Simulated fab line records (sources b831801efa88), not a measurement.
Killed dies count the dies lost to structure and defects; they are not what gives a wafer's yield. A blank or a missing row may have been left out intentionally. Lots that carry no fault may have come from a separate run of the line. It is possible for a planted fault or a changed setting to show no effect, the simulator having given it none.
fab line records ; flow sky130
[record] lots = 5; wafers = 15; lastDay = 50
route steps=708 shown LDD_LDN@289 PAD_OPEN@708
lots that met no fault: taken from a fault-free run of the same line
startH: hours from the record's first day to the start of the lot's first wafer shown ; waitH: time in hours since the lot's previous step ; " repeats the value in the row above ; L1.1+2: one row covering several wafers at once ; - either no value or no given start ; * or withheld: withheld ; < > ~ a bound
route shown NAME@n: NAME is a module with steps in the file, n the number in the route of the first one ; usual: mean/standard deviation taken from wafers without a fault ; same: alike in all rows ; chamber/n: place in a boat ; sites: readings site by site ; _std_site: the values' standard deviation ; _edge_site: mean of outer sites minus mean of inner sites ; radiusMm: for every site, how far away it sits from the centre of the wafer ; mask NAME#n: copy n ; behind: the last tool/chamber to shape the wafer ; hold: why the lot was held/for how many hours/how that ended ; device: the n, p or np transistor that did not switch ; end of line: at the end of the route, the tests of the same wafers ; for a step that has no rows: nothing shown but its recipe ; killed: the dies lost at the first sort to structure and to defects; this is not the yield of the wafer ; map: shows each die of a wafer: x if killed, . if not, _ if none is there
set.NAME: the setting as run; set.NAME@STEP: as run at that earlier step ; model.NAME: the simulator's own value behind a step, which no gauge read
lots at some steps of the route; a table a step, a row a wafer
services: the hour from which a tool's chamber was out of use, counted from the record's first day as startH (under 0 if before that day), plus the number of hours and why
[[steps]]
[step SKY_LDD_LDN_DEHYDRATE_00]
[recipe] tempC = 200; timeS = 60
[step SKY_LDD_LDN_HMDS_01]
[recipe] primeTimeS = 60; primeTempC = 120
[step SKY_LDD_LDN_COAT_02]
[recipe] resist = NOVOLAK; spinRpm = 3000; resistThkNm = 1140
[step SKY_LDD_LDN_SOFTBAKE_03]
[recipe] tempC = 90; timeS = 60; resist = NOVOLAK
[step SKY_LDD_LDN_EXPOSE_04]
[recipe] maskId = LDNTM; na = 0.6; sourceShape = conventional; sigmaOuter = 0.6; polarization = unpolarized; targetCdNm = 700; doseMj = 140
[step SKY_LDD_LDN_PEB_05]
[recipe] tempC = withheld; timeS = *; resist = NOVOLAK
[step SKY_LDD_LDN_DEVELOP_06]
[recipe] resist = NOVOLAK; developer = TMAH; developTimeS = 60; devTempC = 23
[step SKY_LDD_LDN_OVL_MEAS_07]
[usual] LDD_LDN_OVL = -0.5/1.4
lot.wafer;tool;chamber;startH;waitH;LDD_LDN_OVL[nm]
L582.1;overlay-02;-;637.79;0.1;0.2
L582.3;overlay-02;-;637.79;0.1;0.6
L582.5;overlay-02;-;637.79;0.1;0.6
L584.1;overlay-01;-;650.91;0.1;0.4
L584.4;overlay-01;-;650.91;0.1;0.4
L584.6;overlay-01;-;650.91;0.1;1.2
L585.3;overlay-01;-;660.38;0.1;-1.6
L585.5;overlay-01;-;660.38;0.1;-1.8
L585.6;overlay-01;-;660.38;0.1;-0.1
L587.3;overlay-02;-;678.47;0.1;0.0
L587.4;overlay-02;-;678.47;0.1;-1.0
L587.5;overlay-02;-;678.47;0.1;1.4
L592.3;overlay-02;-;721.75;0.1;-0.8
L592.4;overlay-02;-;721.75;0.1;-0.6
L592.5;overlay-02;-;721.75;0.1;-0.1
[step SKY_LDD_LDN_IMPLANT_08]
[recipe] species = As; energyKev = 15; doseCm2 = 1.25e+13; tiltDeg = withheld; rotationDeg = 23
[step SKY_LDD_LDN_IMPLANT_09]
[recipe] species = As; energyKev = 15; doseCm2 = 1.25e+13; tiltDeg = withheld; rotationDeg = 113
[step SKY_LDD_LDN_IMPLANT_10]
[recipe] species = As; energyKev = 15; doseCm2 = 1.25e+13; tiltDeg = withheld; rotationDeg = 203
[step SKY_LDD_LDN_IMPLANT_11]
[recipe] species = As; energyKev = 15; doseCm2 = 1.25e+13; tiltDeg = withheld; rotationDeg = 293
[step SKY_LDD_LDN_STRIP_12]
[recipe] chemistry = O2/N2; powerW = 1400; pressureMtorr = 1500; platenTempC = withheld; o2FlowSccm = 3000; n2FlowSccm = 300; overashFraction = 0.5
[usual] drypumpMotorCurrentA = 5.7/0.44; oesProductAu = 0.715/0.0047; stripTimeToEndpointS = 14.18/0.037
lot.wafer;tool;chamber;startH;waitH;drypumpMotorCurrentA;oesProductAu;rfHoursCounterH;stripTimeToEndpointS;model.NOVOLAK_of_LDD_LDN_COAT_02.thkNm
L582.1;plasmaAsher-01;1;638.43;0.1;6.7;0.719;82;14.18;0
L582.3;plasmaAsher-01;0;638.43;0.1;5.8;0.716;-;14.18;0
L582.5;plasmaAsher-01;1;638.43;0.1;6.7;0.721;-;14.16;0
L584.1;plasmaAsher-02;1;651.55;0.1;5.7;0.956;54;-;75.91
L584.4;plasmaAsher-02;1;651.55;0.1;5.7;0.955;-;-;75.85
L584.6;plasmaAsher-02;0;651.55;0.1;6.0;0.952;-;-;75.81
L585.3;plasmaAsher-03;1;661.03;0.1;5.3;0.711;-;14.18;0
L585.5;plasmaAsher-03;1;661.03;0.1;5.3;0.707;-;14.16;0
L585.6;plasmaAsher-03;0;661.03;0.1;5.2;0.722;-;14.18;0
L587.3;plasmaAsher-03;1;679.13;0.1;5.3;0.711;-;14.20;0
L587.4;plasmaAsher-03;0;679.13;0.1;5.3;0.714;-;14.17;0
L587.5;plasmaAsher-03;0;679.13;0.1;5.2;0.720;-;14.16;0
L592.3;plasmaAsher-02;0;722.41;0.1;5.9;0.715;-;14.19;0
L592.4;plasmaAsher-02;1;722.41;0.1;5.7;0.709;-;14.14;0
L592.5;plasmaAsher-02;1;722.41;0.1;5.7;0.719;-;14.14;0
[step SKY_LDD_LDN_TW_MEAS_13]
[usual] LDD_LDN_TW = 1493/22
lot.wafer;tool;chamber;startH;waitH;LDD_LDN_TW
L582.1;filmMetro-01;-;638.53;0.1;1526
L582.3;filmMetro-01;-;638.53;0.1;1529
L582.5;filmMetro-01;-;638.53;0.1;1530
L584.1;filmMetro-03;-;651.65;0.1;1481
L584.4;filmMetro-03;-;651.65;0.1;1481
L584.6;filmMetro-03;-;651.65;0.1;1476
L585.3;filmMetro-03;-;661.12;0.1;1477
L585.5;filmMetro-03;-;661.12;0.1;1466
L585.6;filmMetro-03;-;661.12;0.1;1473
L587.3;filmMetro-03;-;679.22;0.1;1475
L587.4;filmMetro-03;-;679.22;0.1;1486
L587.5;filmMetro-03;-;679.22;0.1;1474
L592.3;filmMetro-01;-;722.50;0.1;1499
L592.4;filmMetro-01;-;722.50;0.1;1487
L592.5;filmMetro-01;-;722.50;0.1;1496
[step SKY_PAD_OPEN_PROBE_99]
[usual] killed_at_M0_to_M3 = 44/7.1; killed_at_M4_up = 3.5/2; killedAtContacts = 24/5.3; killedAtFrontEnd = 15/4.8; killedAtOther = 0.1/0.35; killedDies = 86/9.3; killedOnRim = 17/4; killedOpen = 47/7.8; killedShort = 39/5.9
[same] grossDies = 492; killedAtBackSide = 0
lot.wafer;tool;chamber;startH;waitH;killed_at_M0_to_M3;killed_at_M4_up;killedAtContacts;killedAtFrontEnd;killedAtOther;killedDies;killedOnRim;killedOpen;killedShort
L582.1;prober-01;-;1151.33;0.1;47;4;18;13;1;83;15;43;40
L582.3;prober-01;-;1151.43;0.2;38;2;25;17;0;82;8;40;42
L582.5;prober-01;-;1151.53;0.2;48;4;30;4;0;86;14;49;37
L584.1;prober-01;-;1162.54;0.1;52;2;28;379;0;461;80;60;46
L584.4;prober-01;-;1162.69;0.2;38;3;28;394;1;464;76;45;43
L584.6;prober-01;-;1162.79;0.2;56;2;20;381;0;459;76;50;42
L585.3;prober-02;-;1169.81;0.2;35;5;23;12;1;76;12;44;32
L585.5;prober-02;-;1169.91;0.2;32;5;14;14;1;66;10;33;33
L585.6;prober-02;-;1169.96;0.2;36;2;28;14;0;80;13;47;33
// killed by level:class
L582.1 VIA1:geometricParticle:open=11 VIA2:geometricParticle:open=8 CONTACT:geometricParticle:open=7 POLY_GATE:geometricParticle:short=6 CONTACT:geometricParticle:short=6 VIA3:geometricParticle:short=6 METAL2:geometricParticle:short=5 VIA1:geometricParticle:short=4
L582.3 CONTACT:geometricParticle:open=9 VIA1:geometricParticle:open=8 CONTACT:geometricParticle:short=6 VIA3:geometricParticle:short=6 VIA3:geometricParticle:open=6 POLY_GATE:geometricParticle:open=5 FIELD_ISO:geometricParticle:short=4 POLY_GATE:geometricParticle:short=4
L582.5 CONTACT:geometricParticle:open=10 VIA2:geometricParticle:open=10 VIA1:geometricParticle:open=9 VIA3:geometricParticle:open=8 CONTACT:geometricParticle:short=8 LI_CONTACT:geometricParticle:open=7 VIA2:geometricParticle:short=5 VIA3:geometricParticle:short=4
L584.1 SPACER:areaCvd=355 VIA1:geometricParticle:open=12 METAL2:geometricParticle:short=11 VIA3:geometricParticle:open=10 CONTACT:geometricParticle:open=9 LI_CONTACT:geometricParticle:open=8 FIELD_ISO:geometricParticle:open=7 POLY_GATE:geometricParticle:open=7
L584.4 SPACER:areaCvd=376 LI_CONTACT:geometricParticle:open=10 CONTACT:geometricParticle:open=8 VIA1:geometricParticle:open=8 METAL1:geometricParticle:short=6 VIA2:geometricParticle:open=6 POLY_GATE:geometricParticle:short=5 VIA1:geometricParticle:short=5
L584.6 SPACER:areaCvd=367 VIA1:geometricParticle:open=13 METAL2:geometricParticle:short=10 VIA2:geometricParticle:open=8 METAL1:geometricParticle:short=7 VIA1:geometricParticle:short=6 CONTACT:geometricParticle:open=6 LI_CONTACT:geometricParticle:open=5
L585.3 LI_CONTACT:geometricParticle:open=11 VIA2:geometricParticle:open=6 FIELD_ISO:geometricParticle:open=5 VIA3:geometricParticle:open=5 CONTACT:geometricParticle:short=5 VIA1:geometricParticle:open=5 METAL2:geometricParticle:short=4 VIA3:geometricParticle:short=4
L585.5 CONTACT:geometricParticle:open=8 VIA1:geometricParticle:open=7 VIA2:geometricParticle:open=6 FIELD_ISO:geometricParticle:short=5 VIA2:geometricParticle:short=4 METAL4:geometricParticle:short=4 SPACER:geometricParticle:open=3 VIA3:geometricParticle:open=3
L585.6 LI_CONTACT:geometricParticle:open=9 VIA1:geometricParticle:open=9 CONTACT:geometricParticle:open=8 CONTACT:geometricParticle:short=6 METAL2:geometricParticle:short=6 VIA2:geometricParticle:open=5 FIELD_ISO:geometricParticle:short=4 FIELD_ISO:geometricParticle:open=4
// map L584.4 (x killed, . not)
__________xxxxxxxxxx_________
________xxxxxxxxxxxxxx_______
______xxxxxxxxxxxxxxxxxx_____
_____.xxxxxxxxxxxxxxxxxxx____
____xxxxxxxxxxxxxxxxxxxxx.___
___xxxxxxxxxxxxxxxxxxxxxxxx__
__xxxxxxxxxxxxxxxxxxxxxxxxxx_
_xxxxxxxxxxxxxxxxxxxxxxxxxxxx
_.xxxxxxxxxxxxxxxxxxxxxxxxxxx
_xxxxxxxxxxxxxxxxxxxxxxxxxxx.
_..xxxxxxxxxxxxxxxxxxxxxxxxxx
_.xxxxxxxxxxxxxxxxxxx.xxxxxxx
_xxxxxxxxxxxxxxxxxxxxxxxxxxxx
_xxxxxxxxxxxxxxxxxxxxxxxxxxxx
_.xxxx.xxxxxxxxxxxxxxxxxxxxx.
__xxxxxxxxxxxxxxxxxxxxxxx..x_
___xxxxxxxxxxxxxxxxxxxxxx..__
____xxxxxxxxxxxxxxxxxxxxxx___
_____xxxxxxxxxxxx.xxxxxxx____
______...xxxxxxxxxx....x_____
________xxxxxxxxxx.xx._______
__________xxxxxx..x._________
// map L592.4 (x killed, . not)
__________.x.......x_________
________.......x..x..._______
______..x.........x.xx.._____
_____x..x....x.x.........____
____.........xx......x....___
___.....x..x............xxx__
__........x.............x..._
_..x....x.....x..x..x.....x.x
_.......................x..xx
_....x......x...........x.x.x
_..........xx.....xx.x....x..
_.x.xx....x.x......x..xx.....
_......x.x............x......
_.....x....x.x.....xx...x...x
_.....x......x.x...x.........
__x.x...x.....x......xx...x._
___..x.........x.......x.x.__
____x..x......x.....x.....___
_____..............x.x.x.____
______xx.....xx.....x..._____
________...x.x........_______
__________..x....x.x_________
[[services]]
tool;chamber;startH;hours;kind
plasmaAsher-03;-;624.80;6.1;repair
plasmaAsher-03;-;626.74;1.1;repair
[[key]]
[firstSign] step = SKY_LDD_LDN_STRIP_12; reading = oesProductAu; direction = up; sigmas = 51; usual = 0.715; struck = 0.955
[effect] step = SKY_PAD_OPEN_PROBE_99; reading = killedAtFrontEnd; direction = up; sigmas = 77; usual = 15; struck = 385
[modelEffect] step = SKY_LDD_LDN_STRIP_12; value = NOVOLAK_of_LDD_LDN_COAT_02.thkNm; without = 0; struck = 75.86
[moreKillsBornAt] SKY_SPACER_CVD_00@lpcvd-02 = 1098
metAt SKY_LDD_LDN_STRIP_12
struckWafers L584.1,L584.4,L584.6
laterRowsLeftOut L584.1,L584.4,L584.6
testerLeftOut L584
[fault] kind = stripAborted; tool = plasmaAsher-02; chamber = -; onsetH = 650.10; steps = SKY_LDD_LDN_STRIP_12; offset = 0.38779; endH = 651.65
// testerLeftOut: of these lots the tester's yield and bins aren't shown, on N5 and GAA mostly nor the transistor test; their killed dies are dies lost to structure and defects alone, not to doping, threshold or leakage, so they don't give the yield
// laterRowsLeftOut: the simulator's readings of these wafers behind a module that went badly wrong aren't trusted and aren't shown, but for the sort
